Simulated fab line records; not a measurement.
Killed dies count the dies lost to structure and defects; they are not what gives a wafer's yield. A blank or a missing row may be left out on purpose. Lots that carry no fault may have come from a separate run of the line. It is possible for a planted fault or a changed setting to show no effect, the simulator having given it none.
The tool behind it: which one? ; flow gf180mcu ; route of 602 steps, sampled at 1 step: 13 lots, 39 wafers

## WHAT THE GAUGES SHOWED, per wafer
GF_HV_LDD_OVL_MEAS_32.
lot;measured;on;HV_LDD_02_OVL (nm)
L902;day 11 09:08;overlay-02;-0.8 -0.9 1.4
L905;day 12 14:53;overlay-02;1.7 1.1 1.8
L907;day 13 05:41;overlay-01;2.4 1.2 0.2
L908;day 13 10:51;overlay-02;0.8 0.3 1.9
L910;day 14 08:00;overlay-02;1.8 -0.1 1.3
L912;day 14 16:11;overlay-01;-0.5 0.1 -0.6
L914;day 15 09:23;overlay-02;0.0 -0.2 -0.7
L917;day 16 17:53;overlay-01;0.2 -1.2 0.0
L918;day 16 22:53;overlay-02;-0.4 -2.8 -1.1
L919;day 17 07:36;overlay-02;-3.3 -2.1 -1.8
L920;day 17 18:04;overlay-01;1.2 2.4 1.4
L921;day 17 20:53;overlay-01;1.3 0.8 1.6
L922;day 18 04:18;overlay-02;-1.1 -2.0 1.5

## WHICH TOOL RAN EACH LOT (tool, then ch and the chambers of the sampled wafers, then the start)
The record shows no process step preceding these readings.

## WHAT THE TOOLS THEMSELVES READ (means of the sampled wafers that have a number; where no wafer has one, the mark that the record gives instead)
The record holds no such reading with a usual standard deviation.

## THE ANSWER, worked out from the rows above alone
Rule: the lots themselves supply what counts as usual. The widest of any qualifying gaps counts: lots, ordered by their means at a reading, are off when they make up no more than a third of the lots, leave a main group of 4 or more, and stand apart from it by 3 or more times the standard deviation of that group's means. The tables above print the reading to a certain number of digits; a main group whose means all agree to those digits is not used. A lot without any number at a reading at which 4 lots or more have one is off too. All remaining lots with rows at the step are treated as sound. First the gauges in route order, then the tools' own readings, where a lot's mean is used as printed above. At the first step where some lot is off, the reading lying furthest off is the one used; lots without a number count as furthest.
None of the lots is off at any reading shown; this tells nothing.

## WHAT THE SIMULATOR PUT IN
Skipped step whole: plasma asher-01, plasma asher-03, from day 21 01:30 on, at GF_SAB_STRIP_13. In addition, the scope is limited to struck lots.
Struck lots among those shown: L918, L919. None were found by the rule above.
